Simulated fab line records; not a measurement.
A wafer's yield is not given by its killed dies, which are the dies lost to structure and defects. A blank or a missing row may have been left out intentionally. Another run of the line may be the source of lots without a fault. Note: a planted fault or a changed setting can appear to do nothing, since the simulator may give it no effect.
Which tool was responsible?	flow gf180mcu	14 lots, 42 wafers sampled, at 6 steps of a route of 602

## WHAT THE GAUGES READ, wafer by wafer
GF_V2_OVL_MEAS_15.
lot	measured	on	V2_OVL (nm)
L865	day 20 03:17	overlay-01	3 3 2
L868	day 21 10:07	overlay-01	-4 -7 -1
L869	day 21 20:26	overlay-01	-9 -5 -8
L870	day 22 03:31	overlay-01	-3 -8 -10
L871	day 22 08:31	overlay-01	1 0 3
L872	day 22 18:52	overlay-01	-3 -4 -3
L873	day 22 23:19	overlay-02	-4 -2 -9
L882	day 26 08:28	overlay-02	-5 -4 -2
L883	day 26 15:08	overlay-02	-11 -8 0
L884	day 26 22:28	overlay-01	-11 -3 -3
L885	day 27 04:37	overlay-01	-9 -4 -5
L886	day 27 11:55	overlay-01	-3 1 -2
L887	day 27 16:02	overlay-01	-2 1 -8
L888	day 27 23:39	overlay-01	-2 5 1

GF_V2_RS_MEAS_24: measurement is done with a four-point probe.
lot	measured	on	V2_W_RS (ohm/sq)
L865	day 20 04:13	film-metro-01	0.333 0.337 0.335
L868	day 21 11:04	film-metro-01	0.332 0.327 0.326
L869	day 21 21:22	film-metro-01	0.326 0.336 0.322
L870	day 22 04:49	film-metro-04	0.323 0.337 0.333
L871	day 22 09:50	film-metro-04	0.334 0.325 0.325
L872	day 22 19:49	film-metro-01	0.329 0.324 0.336
L873	day 23 00:19	film-metro-01	0.329 0.332 0.326
L882	day 26 09:26	film-metro-01	44.563 44.318 43.915
L883	day 26 16:08	film-metro-04	43.897 43.509 43.366
L884	day 26 23:25	film-metro-01	0.333 0.321 0.332
L885	day 27 05:32	film-metro-04	0.324 0.330 0.333
L886	day 27 12:53	film-metro-04	0.320 0.319 0.319
L887	day 27 17:00	film-metro-04	0.319 0.332 0.323
L888	day 28 00:41	film-metro-04	0.332 0.326 0.330

GF_V2_THK_MEAS_25: measures by xrf.
lot	measured	on	V2_W_THK (nm)
L865	day 20 04:20	film-metro-01	341 335 335
L868	day 21 11:09	film-metro-01	334 339 340
L869	day 21 21:29	film-metro-01	341 329 345
L870	day 22 04:55	film-metro-04	348 335 338
L871	day 22 09:56	film-metro-04	338 348 348
L872	day 22 19:55	film-metro-01	342 348 338
L873	day 23 00:26	film-metro-01	344 339 345
L882	day 26 09:33	film-metro-01	- <0 <0
L883	day 26 16:15	film-metro-04	<0 - <0
L884	day 26 23:31	film-metro-01	336 348 336
L885	day 27 05:39	film-metro-04	347 340 337
L886	day 27 13:00	film-metro-04	351 350 353
L887	day 27 17:07	film-metro-04	350 338 347
L888	day 28 00:47	film-metro-04	340 345 343

## WHAT TOOL EACH LOT RAN ON (gives the tool, then ch and the chambers of the sampled wafers, and finally the start)
lot	GF_M2_METAL_ETCH_16	GF_V2_CMP_04	GF_V2_CVD_23
L865	rie-metal-01 ch 0,1, day 19 01:05	cmp-02 ch 1,2, day 19 02:03	cvd-w-01 ch 0, day 20 04:05
L868	rie-metal-03 ch 0,1, day 20 08:47	cmp-02 ch 0,1,3, day 20 09:50	cvd-w-02 ch 0,1, day 21 10:55
L869	rie-metal-01 ch 0, day 20 19:05	cmp-01 ch 1,3, day 20 20:08	cvd-w-01 ch 0,1, day 21 21:14
L870	rie-metal-03 ch 0,1, day 21 02:26	cmp-01 ch 0,2,3, day 21 03:21	cvd-w-01 ch 0,1, day 22 04:41
L871	rie-metal-04 ch 0,1, day 21 07:47	cmp-02 ch 1,2,3, day 21 08:45	cvd-w-02 ch 0,1, day 22 09:43
L872	rie-metal-03 ch 1, day 21 18:38	cmp-01 ch 1,2, day 21 19:37	cvd-w-01 ch 0,1, day 22 19:41
L873	rie-metal-04 ch 0, day 21 22:53	cmp-02 ch 2,3, day 21 23:50	cvd-w-02 ch 0,1, day 23 00:08
L882	rie-metal-04 ch 0, day 25 10:02	cmp-02 ch 0,1,3, day 25 11:01	cvd-w-01 ch 0,1, day 26 09:16
L883	rie-metal-01 ch 1, day 25 16:47	cmp-01 ch 0,2,3, day 25 17:53	cvd-w-01 ch 0,1, day 26 15:56
L884	rie-metal-01 ch 1, day 25 23:58	cmp-02 ch 0,1,2, day 26 01:04	cvd-w-01 ch 0,1, day 26 23:18
L885	rie-metal-01 ch 1, day 26 06:50	cmp-02 ch 0,3, day 26 07:55	cvd-w-02 ch 0,1, day 27 05:25
L886	rie-metal-04 ch 0,1, day 26 14:21	cmp-01 ch 0,1, day 26 15:15	cvd-w-01 ch 1, day 27 12:45
L887	rie-metal-01 ch 0,1, day 26 18:42	cmp-02 ch 1,2, day 26 19:39	cvd-w-01 ch 0,1, day 27 16:52
L888	rie-metal-01 ch 0,1, day 27 02:32	cmp-01 ch 0,1,2, day 27 03:32	cvd-w-02 ch 0,1, day 28 00:30
- GF_M2_METAL_ETCH_16: etches the open film in Cl2/BCl3, stops on SiO2, target depth 627.5 nm, time 104.6 s.
- GF_V2_CMP_04: polishes SiO2.
- GF_V2_CVD_23: deposits W, target thk 350 nm, time 104.94 s.

## AS READ BY THE TOOLS THEMSELVES (means over the sampled wafers that have a number; for cases with no such wafer, the mark the record gives instead)
GF_M2_METAL_ETCH_16.
lot	tool	drypump-motor-current-A (A)	mfc-cl2-sccm (sccm)	oes-product-au (a.u.)	throttle-valve-pct (%)
L865	rie-metal-01	5.8	80.23	0.977	28.250
L868	rie-metal-03	6.6	79.80	0.970	28.262
L869	rie-metal-01	5.5	80.11	0.969	28.244
L870	rie-metal-03	6.6	80.12	0.978	28.262
L871	rie-metal-04	5.3	80.03	0.981	28.244
L872	rie-metal-03	6.7	79.90	0.973	28.244
L873	rie-metal-04	6.4	79.88	0.979	28.249
L882	rie-metal-04	6.4	80.29	0.969	28.250
L883	rie-metal-01	5.9	80.23	0.971	28.241
L884	rie-metal-01	5.9	79.78	0.971	28.257
L885	rie-metal-01	5.9	80.11	0.967	28.247
L886	rie-metal-04	5.3	80.34	0.966	28.254
L887	rie-metal-01	5.6	79.99	0.972	28.253
L888	rie-metal-01	5.6	79.92	0.972	28.249

GF_V2_CMP_04.
lot	tool	motor-current-A (A)	retaining-ring-pressure-frac	slurry-flow-ml-min	time-to-endpoint-s (s)
L865	cmp-02	11.6	1.001	150.1	77
L868	cmp-02	11.6	1.003	149.9	79
L869	cmp-01	11.5	0.996	149.5	79
L870	cmp-01	11.6	1.003	150.0	75
L871	cmp-02	11.4	0.999	149.8	75
L872	cmp-01	10.5	1.000	149.8	80
L873	cmp-02	11.0	0.992	150.2	78
L882	cmp-02	11.7	1.003	149.7	80
L883	cmp-01	12.1	0.995	150.2	81
L884	cmp-02	12.2	1.003	150.0	84
L885	cmp-02	12.4	0.996	150.2	86
L886	cmp-01	12.0	0.997	149.6	80
L887	cmp-02	11.3	1.004	150.1	84
L888	cmp-01	11.5	0.993	150.0	83

GF_V2_CVD_23.
lot	tool	chamber-pressure-Torr (Torr)	heater-power-outer-w (W)	heater-power-w (W)
L865	cvd-w-01	40.08	430	716
L868	cvd-w-02	39.91	478	814
L869	cvd-w-01	40.02	583	909
L870	cvd-w-01	40.05	503	826
L871	cvd-w-02	40.14	477	801
L872	cvd-w-01	39.91	577	926
L873	cvd-w-02	40.04	487	817
L882	cvd-w-01	-	-	-
L883	cvd-w-01	-	-	-
L884	cvd-w-01	40.10	504	828
L885	cvd-w-02	39.96	484	816
L886	cvd-w-01	39.87	656	1032
L887	cvd-w-01	39.99	578	934
L888	cvd-w-02	39.96	484	826

## THE ANSWER, worked out from the rows above alone
Rule: usual is defined by the lots themselves. Put in order of their means at a reading, lots are off if they are a third of the lots or fewer, leave a main group of 4 or more, and stand apart from it by a gap of 3 or more times the standard deviation of the main group's means; of several such gaps the widest counts. Not used: any main group whose means are identical at the precision the tables above print for the reading. Also off: a lot with no number at a reading for which 4 or more lots have one. Where the step has rows for the other lots, those lots are counted as sound. The gauges are gone through in route order, then the tools' own readings, and for those a lot's mean is taken as printed above. At the first step where some lot is off, the reading lying furthest off is the one used; lots without a number count as furthest.
Off: L882, L883, seen at GF_V2_RS_MEAS_24 (V2_W_RS). Main group: mean 0.328 ohm/sq, sd 0.0035.
If a tool, at a process step before that reading, ran all the lots that are off and no sound lot after the first of them, it fits. The gauges at GF_V2_RS_MEAS_24 aren't tried: what is off there is off at GF_V2_CVD_23 too, on other tools, and a gauge's error can't cause that. Of those tried, none fits.

## WHAT THE SIMULATOR HAD PUT IN
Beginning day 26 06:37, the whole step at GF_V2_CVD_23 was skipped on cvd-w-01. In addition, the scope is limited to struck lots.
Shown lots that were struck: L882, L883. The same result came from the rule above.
